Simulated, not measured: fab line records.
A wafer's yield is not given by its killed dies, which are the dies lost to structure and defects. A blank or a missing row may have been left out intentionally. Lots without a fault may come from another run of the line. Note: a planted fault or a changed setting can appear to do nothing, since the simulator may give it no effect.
Struck lot and sound lot, side by side / flow sky130 / 35 out of 708 route steps
Sound: wafers L104.1, L104.3, L104.4. The struck wafers were L108.2, L108.3, L108.5. The cause is named last.
Per side, at each step with rows, come the tool, then ch with its chambers, and then its first start. Under that, the readings that differ: sound wafers / struck wafers / difference of the means / sigmas: that difference in standard deviations of wafers without a fault.
alike: readings whose means differ by less than 2 such deviations, and words and numbers that are the same on both sides. not compared: withheld readings, readings that some wafer has no value for, bounds like >300 that may hide the same value, and numbers for which the record gives no deviation and whose values overlap.
Wherever a step has rows on one side only, a row that says differs or no value, or a row with sigmas, the two part there. When numbers do not overlap yet have no deviation, they are printed without sigmas and do not part them. A reading that every wafer of one side lacks parts them only if that side has two wafers or more.

SKY_SD_P_CD_MEAS_07: target cd 380 nm.
  sound on cdSem-01, day 27 20:29; struck on cdSem-02, day 29 08:20
  alike: cdNm
SKY_SD_P_OVL_MEAS_08:
  sound on overlay-01, day 27 20:37; struck on overlay-01, day 29 08:26
  alike: SD_P_OVL
after that, 1 step had no rows for these wafers: SKY_SD_P_IMPLANT_09.
SKY_SD_P_STRIP_10: strips in O2/N2.
  sound on plasmaAsher-02 ch 0,1, day 27 20:47; struck on plasmaAsher-01 ch 0,1, day 29 08:37
  alike: drypumpMotorCurrentA, oesProductAu, stripTimeToEndpointS
  not compared: rfHoursCounterH
SKY_SD_P_TW_MEAS_11:
  sound on filmMetro-04, day 27 20:53; struck on filmMetro-01, day 29 08:44
  alike: SD_P_TW
then, 7 steps without rows for these wafers: SKY_RES_XHIGH_DEHYDRATE_00 (time 60 s); SKY_RES_XHIGH_HMDS_01 (prime time 60 s); SKY_RES_XHIGH_COAT_02 (resist thk 1140 nm); SKY_RES_XHIGH_SOFTBAKE_03 (time 60 s); SKY_RES_XHIGH_EXPOSE_04 (exposes mask URPM, target cd 1270 nm); SKY_RES_XHIGH_PEB_05; SKY_RES_XHIGH_DEVELOP_06 (develop time 60 s).
SKY_RES_XHIGH_IMPLANT_07:
  sound on implanter-03 ch 0, day 29 00:59; struck on implanter-03 ch 0, day 30 13:07
reading=beamOnS (s); sound=35.6 36.4 35.5; struck=9.9 10.0 10.1; difference=-25.8; sigmas=-9
reading=doseIonsCm2; sound=3.603e+14 3.608e+14 3.602e+14; struck=3.58e+13 3.54e+13 3.62e+13; difference=-3.25e+14; sigmas=-99 or more
reading=faradayCurrentUA; sound=569 560 571; struck=206 202 202; difference=-363; sigmas=-9
SKY_RES_XHIGH_STRIP_08: strips in O2/N2.
  sound on plasmaAsher-04 ch 0,1, day 29 01:08; struck on plasmaAsher-02 ch 0,1, day 30 13:14
  alike: drypumpMotorCurrentA, oesProductAu, stripTimeToEndpointS
  not compared: rfHoursCounterH
SKY_RES_XHIGH_TW_MEAS_09:
  sound on filmMetro-04, day 29 01:14; struck on filmMetro-03, day 30 13:20
reading=RES_XHIGH_TW; sound=1641 1647 1636; struck=787 792 781; difference=-855; sigmas=-78
then, 7 steps without rows for these wafers: SKY_SD_N_DEHYDRATE_00 (time 60 s); SKY_SD_N_HMDS_01 (prime time 60 s); SKY_SD_N_COAT_02 (resist thk 1140 nm); SKY_SD_N_SOFTBAKE_03 (time 60 s); SKY_SD_N_EXPOSE_04 (exposes mask NSDM, target cd 380 nm); SKY_SD_N_PEB_05; SKY_SD_N_DEVELOP_06 (develop time 60 s).
SKY_SD_N_CD_MEAS_07: target cd 380 nm.
  sound on cdSem-02, day 30 05:20; struck on cdSem-02, day 31 17:04
  alike: cdNm
SKY_SD_N_OVL_MEAS_08:
  sound on overlay-02, day 30 05:28; struck on overlay-01, day 31 17:10
  alike: SD_N_OVL
then, 2 steps without rows for these wafers: SKY_SD_N_IMPLANT_09; SKY_SD_N_IMPLANT_10.
SKY_SD_N_STRIP_11: strips in O2/N2.
  sound on plasmaAsher-03 ch 0,1, day 30 05:47; struck on plasmaAsher-03 ch 0,1, day 31 17:29
  alike: drypumpMotorCurrentA, oesProductAu, stripTimeToEndpointS
  not compared: rfHoursCounterH
SKY_SD_N_TW_MEAS_12:
  sound on filmMetro-01, day 30 05:53; struck on filmMetro-03, day 31 17:36
  alike: SD_N_TW
then, 1 step without rows for these wafers: SKY_SD_N_CLEAN_13 (cleans in SC1/SC2, time 150 s).
SKY_SD_N_RTA_14: time 2 s.
  sound on rtpAnneal-02 ch 0, day 30 06:01; struck on rtpAnneal-02 ch 0, day 31 17:43
  alike: lampPowerPct, rampDownCPerS, wafer_temp_C_max
SKY_SD_N_RS_MEAS_16: uses a four-point probe to measure.
  sound on filmMetro-03, day 30 06:11; struck on filmMetro-03, day 31 17:54
  alike: SD_N_RS
SKY_SD_N_RS_MEAS_17: uses a four-point probe to measure.
  sound on filmMetro-03, day 30 06:18; struck on filmMetro-03, day 31 18:01
  alike: SD_P_RS
SKY_SD_N_RS_MEAS_18: uses a four-point probe to measure.
  sound on filmMetro-03, day 30 06:25; struck on filmMetro-03, day 31 18:08
reading=RES_XHIGH_RS (ohm/sq); sound=331.6 332.4 332.3; struck=2005.4 1998.2 2060.8; difference=+1689.4; sigmas=+99 or more
then, 1 step without rows for these wafers: SKY_SALICIDE_CLEAN_00 (cleans in HF-last, time 30 s).
-- the record jumps here: 17 days lie between the struck wafers' starts before and after (it left off in module SALICIDE and takes up again in module PAD_OPEN, whose first step shown is number 708 of the route) --
SKY_PAD_OPEN_PROBE_99:
  sound on prober-01, day 47 17:17; struck on prober-02, day 48 16:33
reading=model.etest.resXhighPo.open; sound=0 0 0; struck=1 1 1; difference=+1; sigmas=
  alike: killed_at_M0_to_M3, killed_at_M4_up, killedAtContacts, killedAtFrontEnd, killedAtOther, killedDies, killedOpen, killedShort

== WHERE THEY PART ==
At SKY_RES_XHIGH_IMPLANT_07 first; at SKY_SD_N_RS_MEAS_18 last (within this record only). Later steps at which nothing parts them and some readings are alike: SKY_PAD_OPEN_PROBE_99.

WHY: the cause the simulator had injected
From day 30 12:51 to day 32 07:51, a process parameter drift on implanter-03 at SKY_RES_XHIGH_IMPLANT_07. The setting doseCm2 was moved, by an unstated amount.
